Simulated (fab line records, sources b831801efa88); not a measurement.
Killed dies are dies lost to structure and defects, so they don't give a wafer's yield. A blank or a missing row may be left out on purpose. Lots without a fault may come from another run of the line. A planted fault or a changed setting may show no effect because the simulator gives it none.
Which tool did it? | flow gf180mcu | 13 lots, 39 wafers sampled, at 1 step of a route of 602

WHAT THE GAUGES READ, wafer by wafer
GF_VT_IMPLANT_OVL_MEAS_07.
lot  | measured     | on         | VT_IMPLANT_OVL (nm)
L766 | day 6 14:11  | overlay-02 | 0.8 0.4 -0.9
L767 | day 6 17:18  | overlay-01 | 1.3 1.0 -1.0
L768 | day 7 04:32  | overlay-01 | -0.2 0.6 2.8
L769 | day 7 04:50  | overlay-02 | 1.3 -0.3 1.6
L770 | day 7 15:44  | overlay-02 | 0.9 -1.5 -2.3
L772 | day 7 20:31  | overlay-01 | 0.0 -0.4 -0.5
L776 | day 8 22:56  | overlay-02 | 0.2 -0.6 -0.4
L779 | day 9 15:18  | overlay-02 | 1.4 2.0 1.2
L780 | day 9 22:53  | overlay-01 | -0.2 -0.2 2.2
L781 | day 10 03:56 | overlay-01 | 2.2 -0.3 -1.0
L783 | day 10 17:59 | overlay-02 | 0.6 1.1 1.1
L784 | day 11 00:26 | overlay-02 | -0.7 -1.3 -2.8
L785 | day 11 08:17 | overlay-02 | 0.0 0.2 0.6

WHICH TOOL RAN EACH LOT (tool, then ch and the chambers of the sampled wafers, then the start)
The record holds no process step before these readings.

WHAT THE TOOLS THEMSELVES READ (means of the sampled wafers that have a number; where no wafer has one, the mark that the record gives instead)
The record holds no such reading with a usual standard deviation.

THE ANSWER, worked out from the rows above alone
Rule: what is usual is taken from the lots themselves. Put in order of their means at a reading, lots are off if they are a third of the lots or fewer, leave a main group of 4 or more, and stand apart from it by a gap of 3 or more times the standard deviation of the main group's means; of several such gaps the widest counts. A main group whose means are all the same, to the digits that the tables above print for the reading, isn't used. A lot without any number at a reading at which 4 lots or more have one is off too. The other lots that the step has rows for count as sound. The gauges are gone through in route order, then the tools' own readings, and for those a lot's mean is taken as printed above. The first step at which some lot is off is used, and at that step the reading that is off furthest; a lot without a number counts as furthest.
No lot is off at any reading shown: from this, nothing can be told.

WHAT THE SIMULATOR HAD PUT IN
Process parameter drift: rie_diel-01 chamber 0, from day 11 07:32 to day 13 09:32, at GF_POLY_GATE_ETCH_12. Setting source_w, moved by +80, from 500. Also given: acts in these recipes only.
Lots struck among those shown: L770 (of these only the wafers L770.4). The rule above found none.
